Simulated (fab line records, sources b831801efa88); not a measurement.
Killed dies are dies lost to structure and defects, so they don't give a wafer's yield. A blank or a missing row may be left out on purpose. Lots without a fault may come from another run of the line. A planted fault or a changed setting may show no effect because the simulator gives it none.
Which tool did it? | flow sky130 | 6 lots, 18 wafers sampled, at 4 steps of a route of 708

WHAT THE GAUGES READ, wafer by wafer
SKY_LDD_HVN_TW_MEAS_10.
lot  | measured     | on            | LDD_HVN_TW
L239 | day 21 11:43 | film_metro-03 | 1432 1435 1428
L241 | day 22 04:50 | film_metro-01 | 1419 1420 1421
L243 | day 22 23:53 | film_metro-02 | 1442 1448 1446
L252 | day 26 15:41 | film_metro-01 | 1423 1430 1424
L254 | day 27 07:37 | film_metro-03 | 1428 1432 1435
L256 | day 27 17:13 | film_metro-02 | 1450 1454 1460

WHICH TOOL RAN EACH LOT (tool, then ch and the chambers of the sampled wafers, then the start)
lot  | SKY_FIELD_ISO_STRIP_16              | SKY_LDD_P_STRIP_10                   | SKY_LDD_HVN_STRIP_09
L239 | plasma_asher-02 ch 0,1, day 2 20:57 | plasma_asher-04 ch 1, day 20 04:58   | plasma_asher-01 ch 1, day 21 11:37
L241 | plasma_asher-02 ch 0,1, day 3 07:38 | plasma_asher-03 ch 0,1, day 20 22:21 | plasma_asher-03 ch 0,1, day 22 04:44
L243 | plasma_asher-02 ch 0,1, day 3 17:40 | plasma_asher-01 ch 0,1, day 21 17:27 | plasma_asher-02 ch 1, day 22 23:47
L252 | plasma_asher-03 ch 0,1, day 5 16:39 | plasma_asher-04 ch 0,1, day 25 10:23 | plasma_asher-02 ch 0,1, day 26 15:35
L254 | plasma_asher-02 ch 0,1, day 6 02:23 | plasma_asher-01 ch 0,1, day 26 02:17 | plasma_asher-03 ch 0,1, day 27 07:31
L256 | plasma_asher-03 ch 0,1, day 6 16:05 | plasma_asher-03 ch 0,1, day 26 12:12 | plasma_asher-03 ch 0,1, day 27 17:07
- SKY_FIELD_ISO_STRIP_16: strips in O2/N2.
- SKY_LDD_P_STRIP_10: strips in O2/N2.
- SKY_LDD_HVN_STRIP_09: strips in O2/N2.

THE ANSWER, worked out from the rows above alone
Rule: what is usual is taken from the lots themselves. Put in order of their means at a reading, lots are off if they are a third of the lots or fewer, leave a main group of 4 or more, and stand apart from it by a gap of 3 or more times the standard deviation of the main group's means; of several such gaps the widest counts. A main group whose means are all the same, to the digits that the tables above print for the reading, isn't used. A lot without any number at a reading at which 4 lots or more have one is off too. The other lots that the step has rows for count as sound.
No lot is off at any reading shown: from this, nothing can be told.

WHAT THE SIMULATOR HAD PUT IN
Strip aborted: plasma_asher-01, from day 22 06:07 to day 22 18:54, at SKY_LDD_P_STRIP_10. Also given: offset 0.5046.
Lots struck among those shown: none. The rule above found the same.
